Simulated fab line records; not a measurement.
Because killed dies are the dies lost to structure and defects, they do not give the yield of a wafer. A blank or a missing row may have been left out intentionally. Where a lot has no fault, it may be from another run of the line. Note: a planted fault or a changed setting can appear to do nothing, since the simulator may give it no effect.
One fault seen from 2 desks	flow gf180mcu	each desk has only its own numbers; what lay behind them comes last

## AT THE METROLOGY DESK
Means of the sampled wafers that have a number, per lot and without regard to the tool the lot ran on: this is what the gauges read. Any lot whose mean is over 4 standard deviations away from the usual mean is out of limits and marked OUT; that distance is given in the brackets.
Columns: A = STI_CVD_23_THK at GF_STI_THK_MEAS_24, usual 653 nm; B = M2_ALCU_THK at GF_M2_THK_MEAS_06, usual 445 nm
lot	first seen here	A	B
L420	day 2 04:49	646	446
L421	day 2 08:36	656	445
L422	day 2 13:09	653	449
L423	day 2 20:13	646	444
L424	day 3 02:49	658	441
L425	day 3 09:42	649	450
L427	day 3 16:54	650	446
L426	day 3 16:55	655	443
L429	day 4 06:40	652	454
L431	day 4 14:25	653	442
L432	day 4 17:22	652	442
L438	day 6 01:08	652	450
L441	day 6 16:07	651	433
L442	day 6 21:16	645	439
Result from this desk: across the 14 lots, nothing is out of limits.

## AT THE TOOL OWNER'S DESK: litho-track-04
At GF_VT_IMPLANT_SOFTBAKE_25 (time 60 s), the tool's own readings, given per lot that ran on this tool as the mean of the sampled wafers with a number. Any lot whose mean is over 4 standard deviations away from the usual mean is out of limits and marked OUT; that distance is given in the brackets.
Columns: A = heater-power-total-W at GF_VT_IMPLANT_SOFTBAKE_25, usual 56.60 W; B = plate-temp-C at GF_VT_IMPLANT_SOFTBAKE_25, usual 90.00 C
lot	first seen here	A	B
L422	day 7 00:13	56.64	90.03
L425	day 8 09:01	56.57	90.02
L431	day 9 13:19	56.62	89.98
L432	day 9 14:46	56.63	90.13
L441	day 12 02:19	57.87 (+28) OUT	91.50 (+12) OUT
L442	day 12 09:28	57.86 (+27) OUT	91.45 (+11) OUT
Finding of this desk: L441, L442 out of limits; the first was L441 at day 12 02:19, on heater-power-total-W at GF_VT_IMPLANT_SOFTBAKE_25. L422, L425, L431, L432: within limits.

## TAKEN TOGETHER
On L441, L442, at day 12 02:19, an alarm was possible from the tool owner's desk.
Metrology desk: nothing out of limits seen.
The metrology desk holds a record of L441, L442, inside its limits.
All the named lots went through GF_VT_IMPLANT_SOFTBAKE_25 on litho-track-04.

## WHAT THE SIMULATOR HAD INSERTED
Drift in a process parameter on litho-track-04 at GF_VT_IMPLANT_SOFTBAKE_25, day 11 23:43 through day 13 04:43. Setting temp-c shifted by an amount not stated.
Struck lots among those shown: L441, L442.
Each desk's first reading out of limits, in hours after the fault started: the tool owner's desk, 3.
